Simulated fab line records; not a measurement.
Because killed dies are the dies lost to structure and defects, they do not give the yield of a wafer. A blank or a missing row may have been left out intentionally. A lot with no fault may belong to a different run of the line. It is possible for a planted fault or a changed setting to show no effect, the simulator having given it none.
2 desks looking at one fault :: flow sky130 :: only its own numbers are on each desk; what lay behind them is given at the end

== THE METROLOGY DESK ==
Lot by lot, what the gauges showed, no matter which tool ran the lot: averages of those sampled wafers that carry a number. Marked OUT: a lot whose mean sits more than 4 standard deviations from the usual mean, which makes it out of limits; the brackets give that distance.
Columns: A = VIA1_OVL at SKY_VIA1_OVL_MEAS_13, usual 0 nm; B = VIA2_HDPCVD_THK at SKY_VIA2_THK_MEAS_01, usual 1181 nm; C = CAPM_CVD_00_THK at SKY_CAPM_THK_MEAS_01, usual 15.51 nm
lot: L635
first seen here: day 35 04:07
A: 4
B: 1186
C: 15.55

lot: L636
first seen here: day 35 05:22
A: 2
B: 1184
C: 15.77

lot: L638
first seen here: day 36 03:31
A: 5
B: 1169
C: 15.61

lot: L637
first seen here: day 36 05:22
A: -6
B: 1172
C: 15.48

lot: L640
first seen here: day 36 08:34
A: -2
B: 1180
C: 15.45

lot: L641
first seen here: day 37 10:31
A: 1
B: 1181
C: 15.53

lot: L642
first seen here: day 37 10:38
A: 3
B: 1181
C: 15.59

lot: L644
first seen here: day 37 17:17
A: -3
B: 1205
C: 15.46

lot: L643
first seen here: day 37 18:26
A: -4
B: 1193
C: 15.57

lot: L645
first seen here: day 38 23:08
A: 2
B: 1188
C: 19.18 (+19) OUT

lot: L653
first seen here: day 39 19:40
A: -8
B: 1175
C: 15.46

lot: L654
first seen here: day 39 20:19
A: 6
B: 1188
C: 15.33

lot: L656
first seen here: day 40 15:19
A: -1
B: 1184
C: 15.57
This desk's finding: out of limits on L645; first on L645, day 41 04:47 (CAPM_CVD_00_THK at SKY_CAPM_THK_MEAS_01). L635, L636, L638, L637, L640, L641, L642, L644, L643, L653, L654, L656 stayed within limits.

== AT THE TOOL OWNER'S DESK: pecvd-04 ==
The tool's own readings at SKY_CAPM_CVD_00 (deposits SiO2, target thk 15.5 nm): means of the sampled wafers that have a number, for each lot that ran on this tool. Marked OUT: a lot whose mean sits more than 4 standard deviations from the usual mean, which makes it out of limits; the brackets give that distance.
Columns: A = heater-power-w at SKY_CAPM_CVD_00, usual 720 W; B = susceptor-temp-C at SKY_CAPM_CVD_00, usual 400.00 C
lot: L637
first seen here: day 38 12:17
A: 789
B: 400.00

lot: L640
first seen here: day 38 16:35
A: 712
B: 400.08

lot: L642
first seen here: day 39 18:37
A: 719
B: 399.97

lot: L643
first seen here: day 40 00:17
A: 743
B: 399.87

lot: L645
first seen here: day 41 04:41
A: 723
B: 399.77
Finding of this desk: none of the 5 lots has anything out of limits.

== PUT TOGETHER ==
The metrology desk could have raised an alarm at day 41 04:47, on L645.
The tool owner's desk saw nothing out of limits.
The tool owner's desk has L645 on record, within its limits.
All the named lots went through SKY_CAPM_CVD_00 on pecvd-04.

== WHAT THE SIMULATOR HAD INSERTED ==
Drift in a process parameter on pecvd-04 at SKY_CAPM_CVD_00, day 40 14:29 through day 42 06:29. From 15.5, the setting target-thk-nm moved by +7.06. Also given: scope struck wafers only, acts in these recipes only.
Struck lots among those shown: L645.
Time in hours between the start of the fault and the first out-of-limits reading at each desk: metrology desk, 14.
